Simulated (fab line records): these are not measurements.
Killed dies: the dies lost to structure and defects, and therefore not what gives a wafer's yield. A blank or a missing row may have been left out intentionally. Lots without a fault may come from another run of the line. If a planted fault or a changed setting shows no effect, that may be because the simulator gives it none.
Split-lot study	flow sky130	route with 708 steps; 5 lots, 23 wafers read

== THE SPLIT ==
At SKY_LDD_LDN_IMPLANT_09, the setting energy_kev was moved away from the recipe's 15 on 6 of the 23 wafers read, by -3.3% to +2.6%. This setting was run at the recipe's value on the other wafers.

The reading is taken at the split's own step.

== THE READING ==
The simulator's own value implant.drp_nm, read by no gauge, in nm at SKY_LDD_LDN_IMPLANT_09. No usual value for it is given in the file.

wafer	tool, chamber at the split	energy_kev as run	against the recipe	implant.drp_nm, nm	against lot-mates on the recipe
L075.1	implanter-03, 0	15.39	+2.6%	6.036	+0.103
L075.6	implanter-03, 0	15.39	+2.6%	6.036	+0.103
L075.2	implanter-03, 0	15	recipe	5.933	-
L075.3	implanter-03, 0	15	recipe	5.933	-
L075.4	implanter-03, 0	15	recipe	5.933	-
L078.1	implanter-03, 0	14.6	-2.7%	5.823	-0.110
L078.3	implanter-03, 0	14.6	-2.7%	5.823	-0.110
L078.2	implanter-03, 0	15	recipe	5.933	-
L078.4	implanter-03, 0	15	recipe	5.933	-
L078.6	implanter-03, 0	15	recipe	5.933	-
L079.2	implanter-03, 0	15	recipe	5.933	-
L079.3	implanter-03, 0	15	recipe	5.933	-
L079.4	implanter-03, 0	15	recipe	5.933	-
L079.5	implanter-03, 0	15	recipe	5.933	-
L079.6	implanter-03, 0	15	recipe	5.933	-
L080.1	implanter-01, 0	15	recipe	5.933	-
L080.5	implanter-01, 0	15	recipe	5.933	-
L080.6	implanter-01, 0	15	recipe	5.933	-
L081.1	implanter-03, 0	14.5	-3.3%	5.796	-0.137
L081.5	implanter-03, 0	14.5	-3.3%	5.796	-0.137
L081.2	implanter-03, 0	15	recipe	5.933	-
L081.4	implanter-03, 0	15	recipe	5.933	-
L081.6	implanter-03, 0	15	recipe	5.933	-

FIT RESULTS
A straight line over all 23 wafers: implant.drp_nm changes by +0.0407 nm for each +1% of energy_kev; r = +1.00; the points scatter about the line by 0.00093 nm.
The same after taking each lot's own level away (the mean of its wafers on the recipe; 23 wafers): +0.0407 nm for each +1%; r = +1.00; scatter 0.00093 nm.
On that fit, the largest move of energy_kev shifts the reading by 0.14 nm.
The lots' own levels span 5.9330 to 5.9330 nm.
The two slopes agree, so the slope changes little with the lot-to-lot level.
Check: with one of the wafers moved furthest among these (-3.3%) left out of the fit, the line predicts -0.136 nm for it against its lot-mates. Against them it came out at -0.137 nm.

== FILE'S OWN FIT ==
implant.drp_nm changes by +0.0407 nm for each +1% of energy_kev, r = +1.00.
